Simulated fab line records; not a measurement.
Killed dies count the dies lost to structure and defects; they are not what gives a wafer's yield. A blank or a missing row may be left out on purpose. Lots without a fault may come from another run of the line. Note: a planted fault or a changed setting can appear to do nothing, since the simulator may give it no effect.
8D (eight disciplines) problem report, filled in by code :: flow sky130 :: the parts of the form that need people (team, actions taken, sign-off) are left out

== 1. THE ISSUE ==
Wafers free of any fault read 15.44 nm (standard deviation 0.2) for CAP2M_CVD_00_THK at SKY_CAP2M_THK_MEAS_01, against a mean of 13.75 nm on 4 wafers of 2 lots. That puts it -8.4 standard deviations away from the usual mean.
Earliest sighting: wafer L281.1 on film metro-02 at day 45 17:20. The record has a number at this step for 30 wafers belonging to 10 lots. The rule behind "out" and "out of limits": a value lying over 4 standard deviations away from the usual mean. The other wafers with a number count as sound.

== 2. WHAT THIS IS AND IS NOT ==
question: which readings at this step
is: CAP2M_CVD_00_THK
is not: -

question: which lots
is: L281, L283
is not: L261, L265, L268, L269, L271, L272, L279, L282

question: which wafers of those lots
is: L281.1, L281.3, L283.1, L283.3
is not: L281.4, L283.4

question: read on which gauges
is: film metro-01, film metro-02
is not: film metro-04

question: when
is: from day 45 17:20
is not: up to then (22 sound wafers); but 4 sound wafers of L282, L283 came after

== 3. SUSPECTS, AND WHAT RULES EACH OUT ==
Counting: a tool at a process step up to the reading stays a suspect if it ran every lot that is out. Sound lots after the first of them don't rule it out here, since some wafers of a struck lot are sound.
- the gauge at SKY_CAP2M_THK_MEAS_01 is ruled out. The wafers that are out were read on 2 gauges (film metro-01, film metro-02).
- pvd sputter-02 at SKY_METAL4_SPUTTER_01 (material TiN, target thk 20 nm, time 16.7 s): kept. It processed each lot that is out (first: L281, day 45 17:11); up to then, its last sound lot is L271 (day 43 03:50).
- pecvd-02 at SKY_CAP2M_CVD_00 (deposits SiO2, target thk 15.5 nm): kept. It processed each lot that is out (first: L281, day 45 17:19); up to then, its last sound lot is L279 (day 45 02:19).
The count leaves pecvd-02 at SKY_CAP2M_CVD_00 and pvd sputter-02 at SKY_METAL4_SPUTTER_01.

== 4. THE CAUSE (what the simulator had put in) ==
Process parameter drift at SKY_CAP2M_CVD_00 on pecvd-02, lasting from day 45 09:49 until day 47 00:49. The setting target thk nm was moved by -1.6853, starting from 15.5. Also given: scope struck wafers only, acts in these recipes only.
Counting left 2 suspects, and this tool is among them.

== 5. SEQUENCE OF EFFECTS, ordered by route ==
Rows list readings where the struck wafers' mean (over those with a number) sits beyond 3 standard deviations from the usual. Readings are gone through only where the record gives a usual standard deviation; hours: the median, over the lots, of the time from a lot's start at the first step in this table giving one to that lot's start at this step; sigmas: the change measured in usual standard deviations.
hours: 0
step: SKY_CAP2M_THK_MEAS_01
reading: CAP2M_CVD_00_THK
usual: 15.44 nm
on struck wafers: 13.75
change: -1.69
sigmas: -8.4

hours: 43
step: SKY_METAL4_ETCH_17
reading: oes product au
usual: 0.754 a.u.
on struck wafers: 0.714
change: -0.040
sigmas: -6.3
Process steps it contains:
- SKY_METAL4_ETCH_17: etches SiO2 in C4F8/O2/Ar, stops on TiN, time 3.9 s, target depth 15 nm.

== 6. WHAT WOULD HAVE CAUGHT IT SOONER ==
In this record the first reading out of limits at a measuring or inspecting step was taken at day 45 17:20, 8 hours after the fault began at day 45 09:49.
No tool reading at SKY_CAP2M_CVD_00 that has a usual standard deviation in the record was out on any struck wafer, so an alarm limit of 4 standard deviations on those readings would not have fired.
Among the 2 lots that are out, L283 began SKY_CAP2M_CVD_00 on pecvd-02 after day 45 17:20. Holding the tool at that time would have saved it.
